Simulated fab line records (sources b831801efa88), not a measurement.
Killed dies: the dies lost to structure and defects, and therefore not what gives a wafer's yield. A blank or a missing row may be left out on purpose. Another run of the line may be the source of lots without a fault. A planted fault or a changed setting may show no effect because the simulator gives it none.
Which tool was responsible? || flow gf180mcu || 21 wafers from 7 lots sampled at 2 of the route's 602 steps

WHAT THE GAUGES READ, wafer by wafer
GF_SALICIDE_THK_MEAS_05: measures by xrf.
{"lot": "L410", "measured": "day 15 13:37", "on": "filmMetro-03", "SALICIDE_TIN_THK (nm)": "19.98 20.14 19.95"}
{"lot": "L414", "measured": "day 16 16:34", "on": "filmMetro-01", "SALICIDE_TIN_THK (nm)": "19.81 19.98 19.85"}
{"lot": "L416", "measured": "day 17 14:59", "on": "filmMetro-01", "SALICIDE_TIN_THK (nm)": "19.80 19.81 19.94"}
{"lot": "L419", "measured": "day 18 19:25", "on": "filmMetro-04", "SALICIDE_TIN_THK (nm)": "20.40 20.21 20.16"}
{"lot": "L430", "measured": "day 22 17:57", "on": "filmMetro-01", "SALICIDE_TIN_THK (nm)": "20.04 19.94 19.99"}
{"lot": "L432", "measured": "day 23 09:04", "on": "filmMetro-01", "SALICIDE_TIN_THK (nm)": "19.41 19.90 19.86"}

EACH LOT AND THE TOOL THAT RAN IT (in order: tool; ch and the chambers of the sampled wafers; start)
{"lot": "L410", "GF_POLY_GATE_EXPOSE_07": "krfScanner-02 ch 0, day 9 04:36"}
{"lot": "L414", "GF_POLY_GATE_EXPOSE_07": "krfScanner-02 ch 0, day 10 03:55"}
{"lot": "L416", "GF_POLY_GATE_EXPOSE_07": "krfScanner-01 ch 0, day 10 21:49"}
{"lot": "L419", "GF_POLY_GATE_EXPOSE_07": "krfScanner-02 ch 0, day 11 19:26"}
{"lot": "L428", "GF_POLY_GATE_EXPOSE_07": "krfScanner-02, day 14 12:44"}
{"lot": "L430", "GF_POLY_GATE_EXPOSE_07": "krfScanner-01 ch 0, day 14 23:37"}
{"lot": "L432", "GF_POLY_GATE_EXPOSE_07": "krfScanner-01 ch 0, day 15 16:50"}
- GF_POLY_GATE_EXPOSE_07: exposes mask Poly2, target cd 280 nm.

THE ANSWER, worked out from the rows above alone
Rule: the usual values come from the lots themselves. Put in order of their means at a reading, lots are off if they are a third of the lots or fewer, leave a main group of 4 or more, and stand apart from it by a gap of 3 or more times the standard deviation of the main group's means; of several such gaps the widest counts. The tables above print the reading to a certain number of digits; a main group whose means all agree to those digits is not used. A lot without any number at a reading at which 4 lots or more have one is off too. The other lots that the step has rows for count as sound.
Nothing can be told from this: no lot is off at any reading shown.

WHAT THE SIMULATOR PUT IN
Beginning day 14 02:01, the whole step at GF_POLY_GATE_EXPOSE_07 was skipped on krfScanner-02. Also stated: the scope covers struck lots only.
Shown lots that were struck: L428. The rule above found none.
